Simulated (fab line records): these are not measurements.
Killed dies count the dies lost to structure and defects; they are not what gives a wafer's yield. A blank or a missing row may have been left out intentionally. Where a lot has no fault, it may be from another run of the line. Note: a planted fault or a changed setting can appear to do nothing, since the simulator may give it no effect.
Struck lot and sound lot, side by side | flow sky130 | 15 out of 708 route steps
Sound: wafers L182.3, L182.4, L182.5. The struck wafers were L194.1, L194.3, L194.5. Last of all comes the cause.
Order at every step that has rows: each side's tool, ch and its chambers, its first start. Under that, the readings that differ: sound wafers | struck wafers | difference of the means | sigmas: that difference in standard deviations of wafers without a fault.
alike: readings with means less than 2 such deviations apart, plus words and numbers identical on both sides. not compared: withheld readings, readings lacking a value on some wafer, bounds such as >300 that could conceal the same value, and numbers that have no deviation in the record and whose values overlap.
A row with sigmas, a row that says differs or no value, or rows on one side alone: a step with any of these is where the two part. Numbers that have no deviation but don't overlap get no sigmas and don't part them. A reading that every wafer of one side lacks parts them only if that side has two wafers or more.

first, 4 steps without rows for these wafers: SKY_VIA3_STRIP_16 (strips in O2/N2); SKY_VIA3_STRIP_17 (strips in post etch residue remover, time 1200 s); SKY_VIA3_CLEAN_18 (cleans in IPA, time 180 s); SKY_VIA3_CLEAN_19 (cleans in O3/DIW).
SKY_VIA3_SPUTTER_20: material TiN, target thk 20 nm, time 80 s.
  sound on pvd-sputter-02, day 43 08:31; struck on pvd-sputter-04, day 45 19:01
  alike: cathode-dc-power-W, throttle-valve-pct
SKY_VIA3_CVD_21: deposits W, target thk 390 nm, time 117.31 s.
  sound on cvd-w-01 ch 0,1, day 43 08:37; struck on cvd-w-02 ch 0,1, day 45 19:05
  alike: heater-power-w
SKY_VIA3_RS_MEAS_22: the measuring method here is four-point-probe.
  sound on film-metro-01, day 43 08:44; struck on film-metro-02, day 45 19:12
  alike: VIA3_W_RS
SKY_VIA3_THK_MEAS_23: measures by xrf.
  sound on film-metro-01, day 43 08:50; struck on film-metro-02, day 45 19:19
  alike: VIA3_W_THK
then, 1 step without rows for these wafers: SKY_VIA3_CMP_24 (polishes, stops on SiO2, t overpolish 20 s, target thk 0 nm).
SKY_METAL4_SPUTTER_00: material Ti, target thk 15 nm, time 10 s.
  sound on pvd-sputter-03, day 43 09:11; struck on pvd-sputter-03, day 45 19:41
  alike: cathode-dc-power-W, throttle-valve-pct
SKY_METAL4_SPUTTER_01: material TiN, target thk 20 nm, time 16.7 s.
  sound on pvd-sputter-03, day 43 09:12; struck on pvd-sputter-03, day 45 19:42
  alike: cathode-dc-power-W, throttle-valve-pct
then, 1 step without rows for these wafers: SKY_METAL4_SPUTTER_02 (material AlCu, target thk 735 nm, time 39.1 s).
SKY_METAL4_SPUTTER_03: material Ti, target thk 5 nm, time 3.3 s.
  sound on pvd-sputter-03, day 43 09:16; struck on pvd-sputter-03, day 45 19:46
  reading                | sound                | struck               | difference | sigmas
  cathode-dc-power-W (W) | 2999.7 3000.5 3000.1 | 3109.9 3109.2 3110.5 | +109.8     | +99 or more
  alike: throttle-valve-pct
SKY_METAL4_SPUTTER_04: material TiN, target thk 70 nm, time 58.3 s.
  sound on pvd-sputter-03, day 43 09:17; struck on pvd-sputter-03, day 45 19:47
  alike: cathode-dc-power-W, throttle-valve-pct
-- the record jumps here: 5 days lie between the struck wafers' starts before and after (it left off in module METAL4 and takes up again in module PAD_OPEN, whose first step shown is number 708 of the route) --
SKY_PAD_OPEN_PROBE_99:
  sound on prober-01, day 48 19:10; struck on prober-01, day 50 18:08
  alike: defect-limited-yield, killed_at_M0_to_M3, killed_at_M4_up, killed-at-contacts, killed-at-front-end, killed-at-other, killed-dies, killed-open, killed-short, sort_bin_3_pad_short, sort_bin_5_function, sort_bin_6_memory, sort-n-pass, sort-yield-pct

== WHERE THEY PART ==
Within this record, at SKY_METAL4_SPUTTER_03 only. Later steps at which nothing parts them and some readings are alike: SKY_METAL4_SPUTTER_04, SKY_PAD_OPEN_PROBE_99.

WHY: what had been put in by the simulator
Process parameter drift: pvd-sputter-03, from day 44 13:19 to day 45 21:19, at SKY_METAL4_SPUTTER_03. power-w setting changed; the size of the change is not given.
